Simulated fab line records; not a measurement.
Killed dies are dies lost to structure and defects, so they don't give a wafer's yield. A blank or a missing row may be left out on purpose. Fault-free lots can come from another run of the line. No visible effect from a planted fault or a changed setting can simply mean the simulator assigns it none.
Problem report in the 8D (eight disciplines) form, filled by code / flow sky130 / the parts of the form that need people (team, actions taken, sign-off) are left out

## 1. WHAT WENT WRONG
NWELL_RS at SKY_NWELL_RS_MEAS_29 reads a mean of 597.5 ohm/sq on 6 wafers of 2 lots; wafers without a fault read 624.7 ohm/sq with a standard deviation of 1.7. That is -16 standard deviations from the usual mean.
The step: measures by four-point-probe.
First seen on wafer L510.1, day 10 19:20, on film_metro-04. The record has a number at this step for 36 wafers belonging to 12 lots. Rule for "out" (also "out of limits"): further than 4 standard deviations from the usual mean. Any other wafer with a number is counted as sound.

## 2. WHAT IT IS; WHAT IT IS NOT
question=which readings at this step; is=NWELL_RS; is not=-
question=which lots; is=L510, L511; is not=L488, L491, L492, L495, L497, L498, L499, L500, L502, L503
question=which wafers of those lots; is=all that have a number; is not=-
question=read on which gauges; is=film_metro-04; is not=film_metro-01, film_metro-02
question=when; is=from day 10 19:20; is not=up to then (30 sound wafers)

## 3. THE SUSPECTS, EACH WITH WHAT RULES IT OUT
Counting: any tool at a process step up to the reading is kept as a suspect provided that every lot that is out went through it and no sound lot did after the first of them.
- the gauge at SKY_NWELL_RS_MEAS_29: ruled out. All the wafers that are out were read on film_metro-04, but those of them that SKY_NWELL_IMPLANT_11 has rows for are out there too, on other tools.
- implanter-04 at SKY_NWELL_IMPLANT_11: kept. It processed each lot that is out, first L510 at day 9 20:11, and no sound lot thereafter; up to then, the last sound lot it processed was L503 at day 8 06:01. Out on those wafers are its own readings of beam_energy_keV.
After counting, what remains is implanter-04 at SKY_NWELL_IMPLANT_11.

## 4. THE CAUSE (what the simulator had put in)
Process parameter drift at SKY_NWELL_IMPLANT_11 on implanter-04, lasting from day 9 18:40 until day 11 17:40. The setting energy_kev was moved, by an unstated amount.
This tool alone remained once counting was done.

## 5. THE CHAIN OF EFFECTS, in route order
Each row: a reading where the mean over the struck wafers with a number is more than 3 standard deviations away from the usual. Only readings for which the record gives a usual standard deviation are gone through. hours: the time from each lot's start at the first step in this table that gives one to its start at this step, as a median over the lots. sigmas: the change in usual standard deviations.
hours=0; step=SKY_NWELL_IMPLANT_11; reading=beam_energy_keV; usual=400.00; on struck wafers=485.48; change=+85.48; sigmas=+99 or more
hours=23; step=SKY_NWELL_RS_MEAS_29; reading=NWELL_RS; usual=624.7 ohm/sq; on struck wafers=597.5; change=-27.2; sigmas=-16
It contains these process steps:
- SKY_NWELL_IMPLANT_11
Later measuring or inspecting steps at which every struck wafer that the step has a row for has a number for every such reading, and none has moved that far: SKY_VT_ADJUST_NCORE_CD_MEAS_07, SKY_VT_ADJUST_HVTR_TW_MEAS_11.

## 6. HOW IT WOULD HAVE BEEN CAUGHT EARLIER
Counted from the fault's start at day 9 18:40, it took 25 hours until the first out-of-limits reading at a measuring or inspecting step in this record, taken at day 10 19:20.
Tool's own readings at SKY_NWELL_IMPLANT_11, beam_energy_keV: out on all struck wafers the step has rows for; an alarm limit on them would have tripped on the first.
Each of the lots that are out, 2 in all, had begun SKY_NWELL_IMPLANT_11 on implanter-04 no later than day 10 19:20. A hold on the tool at that time would have spared none of them.
